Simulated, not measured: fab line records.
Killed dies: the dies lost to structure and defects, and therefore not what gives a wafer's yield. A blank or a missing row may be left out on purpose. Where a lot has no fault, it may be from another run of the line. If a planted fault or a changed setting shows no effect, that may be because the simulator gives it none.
Chamber matching | flow gf180mcu | GF_V1_ETCH_16 on rie diel-02 has 4 sister chambers
The step etches BARC in N2/H2. 4 wafers are shown with their chamber, then 12 later ones without.

WAFERS, EACH WITH ITS CHAMBER
wafer  | chamber | drypump motor current A (A)
L084.4 | 2       | 5.42
L090.2 | 3       | 5.43
L090.5 | 0       | 5.52
L090.6 | 1       | 5.81

WAFERS MISSING THEIR CHAMBER
wafer  | drypump motor current A (A)
L091.2 | 5.80
L091.4 | 5.43
L091.6 | 5.43
L092.1 | 5.39
L092.3 | 5.52
L092.6 | 5.82
L093.4 | 5.42
L093.5 | 5.80
L093.6 | 5.54
L096.2 | 5.53
L096.4 | 5.42
L096.6 | 5.45

WHICH CHAMBER EACH WENT THROUGH
wafer  | from the rows above     | in truth
L091.2 | 1                       | 1
L091.4 | can't be placed: 3 or 2 | 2
L091.6 | can't be placed: 3 or 2 | 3
L092.1 | can't be placed: 2 or 3 | 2
L092.3 | 0                       | 0
L092.6 | 1                       | 1
L093.4 | can't be placed: 2 or 3 | 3
L093.5 | 1                       | 1
L093.6 | 0                       | 0
L096.2 | 0                       | 0
L096.4 | can't be placed: 2 or 3 | 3
L096.6 | can't be placed: 3 or 2 | 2
Placed correctly: 6 of 12. Can't be placed from these rows: 6 (the true chamber is among the candidates in 6). 0 placed wrongly.
How it was worked out, from the rows above alone: a wafer's distance from a chamber is the root of the sum, over the readings, of the square of ((its reading less the chamber's mean) divided by the reading's scatter). If the next closest chamber is less than 2 further off than the closest, the wafer can't be placed; otherwise it belongs to the closest. The mean given for a chamber averages the wafers shown for that chamber. The scatter: with one shown wafer a chamber, the root of the mean of the squares of how far each hidden wafer lies from its nearest shown one.
